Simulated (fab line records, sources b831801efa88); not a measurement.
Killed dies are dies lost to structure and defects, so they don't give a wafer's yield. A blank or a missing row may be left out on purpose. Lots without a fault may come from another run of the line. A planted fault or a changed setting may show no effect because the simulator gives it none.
One fault seen from 2 desks | flow sky130 | each desk has only its own numbers; what lay behind them comes last

THE METROLOGY DESK
What the gauges read, lot by lot, whatever tool the lot ran on: means of the sampled wafers that have a number. A lot is out of limits, marked OUT, if its mean lies more than 4 standard deviations from the usual mean; the brackets give that distance.
Columns: A = SD_N_OVL at SKY_SD_N_OVL_MEAS_08, usual -0.8 nm; B = RES_XHIGH_RS at SKY_SD_N_RS_MEAS_18, usual 332.8 ohm/sq
lot  | first seen here | A                | B
L566 | day 28 00:22    | -1.7             | 333.7
L568 | day 29 10:10    | -1.6             | 334.7
L570 | day 30 05:25    | 2.0              | 330.7
L571 | day 30 09:05    | -0.8             | 335.0
L573 | day 31 07:43    | -0.6             | 331.5
L578 | day 32 14:14    | -101.6 (-84) OUT | 333.3
L577 | day 32 14:31    | -3.1             | 332.4
L579 | day 32 22:55    | -101.6 (-84) OUT | 332.8
L580 | day 32 23:31    | -103.6 (-86) OUT | 331.5
L581 | day 33 07:41    | -103.0 (-85) OUT | 331.5
L586 | day 35 02:16    | -0.2             | 331.3
L587 | day 35 07:37    | -0.0             | 331.9
This desk's finding: out of limits on L578, L579, L580, L581; first on L578, day 32 14:14 (SD_N_OVL at SKY_SD_N_OVL_MEAS_08). In limits: L566, L568, L570, L571, L573, L577, L586, L587.

THE TOOL OWNER'S DESK: iline_stepper-01
The tool's own readings at SKY_SD_N_EXPOSE_04 (exposes mask NSDM, target cd 380 nm): means of the sampled wafers that have a number, for each lot that ran on this tool. A lot is out of limits, marked OUT, if its mean lies more than 4 standard deviations from the usual mean; the brackets give that distance.
Columns: A = focus_offset_nm at SKY_SD_N_EXPOSE_04, usual 0.0 nm
lot  | first seen here | A
L568 | day 28 20:59    | 0.1
L571 | day 29 19:50    | -0.2
L573 | day 30 17:01    | 0.3
L578 | day 32 00:01    | 0.9
L579 | day 32 10:55    | -0.2
L580 | day 32 11:29    | 0.5
L581 | day 32 18:22    | -1.3
This desk's finding: nothing out of limits on any of the 7 lots.

PUT TOGETHER
The metrology desk could have raised an alarm at day 32 14:14, on L578, L579, L580, L581.
The tool owner's desk saw nothing out of limits.
The tool owner's desk has L578, L579, L580, L581 on record, within its limits.
Of the lots named, all ran SKY_SD_N_EXPOSE_04 on iline_stepper-01.

WHAT THE SIMULATOR HAD PUT IN
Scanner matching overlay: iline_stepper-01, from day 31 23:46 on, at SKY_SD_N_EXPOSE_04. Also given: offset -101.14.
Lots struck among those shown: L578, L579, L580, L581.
Hours from the fault's start to each desk's first reading out of limits: the metrology desk, 14.
